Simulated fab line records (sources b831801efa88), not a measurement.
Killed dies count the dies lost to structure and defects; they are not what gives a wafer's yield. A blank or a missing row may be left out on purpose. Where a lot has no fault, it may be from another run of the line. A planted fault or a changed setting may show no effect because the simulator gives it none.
One fault through the eyes of 2 desks / flow sky130 / every desk sees just its own numbers, and what lay behind them comes last

## FROM THE METROLOGY DESK
Means of the sampled wafers that have a number, per lot and without regard to the tool the lot ran on: this is what the gauges read. A lot is out of limits, marked OUT, if its mean lies more than 4 standard deviations from the usual mean; the brackets give that distance.
Columns: A = LDD_HVN_OVL at SKY_LDD_HVN_OVL_MEAS_07, usual 1.1 nm; B = CONTACT_W_RS at SKY_CONTACT_RS_MEAS_25, usual 0.339 ohm/sq
lot=L652; first seen here=day 20 13:58; A=-0.0; B=0.342
lot=L655; first seen here=day 22 15:08; A=2.8; B=0.338
lot=L656; first seen here=day 22 16:22; A=1.1; B=0.340
lot=L654; first seen here=day 22 16:46; A=1.8; B=0.336
lot=L660; first seen here=day 23 20:32; A=0.6; B=0.334
lot=L662; first seen here=day 24 20:32; A=2.6; B=0.335
lot=L668; first seen here=day 25 13:16; A=0.5; B=0.347
lot=L670; first seen here=day 27 07:58; A=1.7; B=0.344
lot=L673; first seen here=day 27 17:56; A=0.8; B=0.341
lot=L672; first seen here=day 27 18:13; A=-0.3; B=0.340
lot=L674; first seen here=day 27 19:36; A=0.2; B=0.341
This desk found nothing out of limits on any of the 11 lots.

## AT THE TOOL OWNER'S DESK: rie_diel-01
The tool's own readings at SKY_SONOS_ONO_ETCH_15 (etches the open film in CHF3/O2, target depth 19.52 nm, time 7.8 s): means of the sampled wafers that have a number, for each lot that ran on this tool. A lot is out of limits, marked OUT, if its mean lies more than 4 standard deviations from the usual mean; the brackets give that distance.
Columns: A = chamber_pressure_mTorr at SKY_SONOS_ONO_ETCH_15, usual 40.00 mTorr; B = chf3_flow_sccm at SKY_SONOS_ONO_ETCH_15, usual 49.99 sccm; C = drypump_motor_current_A at SKY_SONOS_ONO_ETCH_15, usual 5.8 A; D = oes_product_au at SKY_SONOS_ONO_ETCH_15, usual 0.998 a.u.; E = throttle_valve_pct at SKY_SONOS_ONO_ETCH_15, usual 8.825 %
lot=L655; first seen here=day 14 19:55; A=40.03; B=49.92; C=5.4; D=0.994; E=8.820
lot=L662; first seen here=day 16 09:29; A=40.00; B=49.98; C=6.1; D=1.002; E=8.829
lot=L672; first seen here=day 19 17:58; A=40.00; B=49.90; C=6.2; D=1.004; E=8.829
lot=L674; first seen here=day 20 05:16; A=39.97; B=49.95; C=5.9; D=0.994; E=8.828
This desk found nothing out of limits on any of the 4 lots.

## BROUGHT TOGETHER
From the metrology desk's view, nothing was out of limits.
Nothing out of limits was seen by the tool owner's desk.

## WHAT HAD BEEN PUT IN BY THE SIMULATOR
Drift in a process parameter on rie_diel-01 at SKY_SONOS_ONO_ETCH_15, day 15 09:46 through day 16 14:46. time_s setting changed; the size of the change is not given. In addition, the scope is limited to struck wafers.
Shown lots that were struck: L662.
